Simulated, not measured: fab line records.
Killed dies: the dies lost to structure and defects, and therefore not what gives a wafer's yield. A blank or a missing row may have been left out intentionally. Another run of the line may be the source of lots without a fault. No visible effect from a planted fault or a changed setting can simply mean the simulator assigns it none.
Check of tool commonality ; flow gf180mcu ; Sampled: 13 lots, 39 wafers

== REASON IT WAS OPENED ==
Of 13 lots, 1 have the reading VT_IMPLANT_TW flagged at GF_VT_IMPLANT_TW_MEAS_10. No-fault wafers: 556, standard deviation 7.1.
Rule: a lot is flagged in two cases, either no wafer of it has a number, or all its wafers with numbers fall more than 4 standard deviations from that mean. As for the other lots, they are considered sound.

lot;measured;on;VT_IMPLANT_TW, wafer by wafer;flag
L481;day 5 14:11;filmMetro-01;567 568 568;
L482;day 6 00:20;filmMetro-03;554 556 557;
L483;day 6 08:00;filmMetro-01;571 570 570;
L485;day 6 18:08;filmMetro-01;570 567 568;
L487;day 7 03:47;filmMetro-01;565 565 564;
L488;day 7 12:15;filmMetro-01;565 563 566;
L489;day 7 18:03;filmMetro-02;551 552 552;
L491;day 8 07:19;filmMetro-03;30 30 30;FLAGGED
L492;day 8 11:26;filmMetro-02;551 554 549;
L500;day 10 10:26;filmMetro-01;566 565 565;
L501;day 10 15:25;filmMetro-03;560 556 554;
L502;day 10 22:58;filmMetro-02;548 547 551;
L504;day 11 12:25;filmMetro-02;545 550 546;
The numbers of the flagged lots are 30 on average: -526 against the usual, or -74 standard deviations.

== EACH LOT AND THE TOOL IT RAN ON ==
The record holds 1 process step before the reading, out of a route of 602 steps. Every cell lists first the tool, next ch and the chambers used by the sampled wafers, and last the start.
lot;flag;GF_VT_IMPLANT_EXPOSE_04
L481;;ilineStepper-01 ch 0, day 5 07:08
L482;;ilineStepper-01 ch 0, day 5 16:25
L483;;ilineStepper-02 ch 0, day 6 00:37
L485;;ilineStepper-01 ch 0, day 6 10:23
L487;;ilineStepper-01 ch 0, day 6 19:55
L488;;ilineStepper-02 ch 0, day 7 04:26
L489;;ilineStepper-01 ch 0, day 7 10:27
L491;FLAGGED;ilineStepper-01 ch 0, day 7 22:41
L492;;ilineStepper-02 ch 0, day 8 03:47
L500;;ilineStepper-01 ch 0, day 10 01:16
L501;;ilineStepper-02 ch 0, day 10 06:35
L502;;ilineStepper-01 ch 0, day 10 14:50
L504;;ilineStepper-02 ch 0, day 11 03:26
What these steps do:
- GF_VT_IMPLANT_EXPOSE_04: exposes mask LVPWELL LV AREA, target cd 600 nm.
- GF_VT_IMPLANT_TW_MEAS_10

== FLAGGED OVER TOTAL, TOOL BY TOOL (the gauges that took the reading come last) ==
step;tool;lots run;flagged;share of the flagged lots;sound lots run after its first flagged lot
GF_VT_IMPLANT_EXPOSE_04;ilineStepper-01;8;1;all;2 (L500,L502)
GF_VT_IMPLANT_EXPOSE_04;ilineStepper-02;5;0;none;-
GF_VT_IMPLANT_TW_MEAS_10;filmMetro-01;6;0;none;-
GF_VT_IMPLANT_TW_MEAS_10;filmMetro-02;4;0;none;-
GF_VT_IMPLANT_TW_MEAS_10;filmMetro-03;3;1;all;1 (L501)

== WHAT IS ALLOWED BY THE TABLE ==
Every flagged lot went through 2 rows of the table: ilineStepper-01 at GF_VT_IMPLANT_EXPOSE_04 and filmMetro-03 at GF_VT_IMPLANT_TW_MEAS_10.
- ilineStepper-01 at GF_VT_IMPLANT_EXPOSE_04: 1 of its 8 lots flagged. After the first flagged lot (L500, L502), sound lots still ran on it; a lasting fault on the whole tool would not permit that.
- filmMetro-03 at GF_VT_IMPLANT_TW_MEAS_10: 1 of its 3 lots flagged. After the first flagged lot (L501), sound lots still ran on it; a lasting fault on the whole tool would not permit that.
There is no row in the table that ran each flagged lot and no sound lot after the first.

== WHAT WAS PUT IN BY THE SIMULATOR ==
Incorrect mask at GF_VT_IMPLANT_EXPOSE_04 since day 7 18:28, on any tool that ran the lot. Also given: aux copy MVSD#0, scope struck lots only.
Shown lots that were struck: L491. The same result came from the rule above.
